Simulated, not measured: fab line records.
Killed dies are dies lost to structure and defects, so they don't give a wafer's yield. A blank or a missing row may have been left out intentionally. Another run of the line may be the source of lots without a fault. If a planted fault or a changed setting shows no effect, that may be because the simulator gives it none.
Matching of chambers / flow gf180mcu / pecvd-02 running GF_MIM_CVD_05: 3 sister chambers
The step deposits Si3N4, target thk 42 nm, time 29.086 s. 3 wafers are shown with their chamber, then 9 later ones without.

## WAFERS PAIRED WITH THEIR CHAMBERS
wafer=L082.3; chamber=2; heater power w (W)=813
wafer=L087.2; chamber=1; heater power w (W)=624
wafer=L087.5; chamber=0; heater power w (W)=1065

## WAFERS WHOSE CHAMBER IS MISSING
wafer=L090.2; heater power w (W)=809
wafer=L090.3; heater power w (W)=586
wafer=L090.6; heater power w (W)=1122
wafer=L093.2; heater power w (W)=638
wafer=L093.3; heater power w (W)=911
wafer=L093.4; heater power w (W)=879
wafer=L094.3; heater power w (W)=636
wafer=L094.5; heater power w (W)=628
wafer=L094.6; heater power w (W)=980

## CHAMBER TAKEN BY EACH
wafer=L090.2; from the rows above=2; in truth=2
wafer=L090.3; from the rows above=1; in truth=1
wafer=L090.6; from the rows above=0; in truth=0
wafer=L093.2; from the rows above=1; in truth=1
wafer=L093.3; from the rows above=can't be placed: 2 or 0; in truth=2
wafer=L093.4; from the rows above=2; in truth=2
wafer=L094.3; from the rows above=1; in truth=1
wafer=L094.5; from the rows above=1; in truth=1
wafer=L094.6; from the rows above=can't be placed: 0 or 2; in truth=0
7 of 9 placed correctly. Can't be placed from these rows: 2 (the true chamber is among the candidates in 2). 0 placed wrongly.
How it was worked out, from the rows above alone: a wafer's distance from a chamber is the root of the sum, over the readings, of the square of ((its reading less the chamber's mean) divided by the reading's scatter). If the next closest chamber is less than 2 further off than the closest, the wafer can't be placed; otherwise it belongs to the closest. For every chamber, the mean is computed from those of its wafers that are shown. The scatter: with one shown wafer a chamber, the root of the mean of the squares of how far each hidden wafer lies from its nearest shown one.
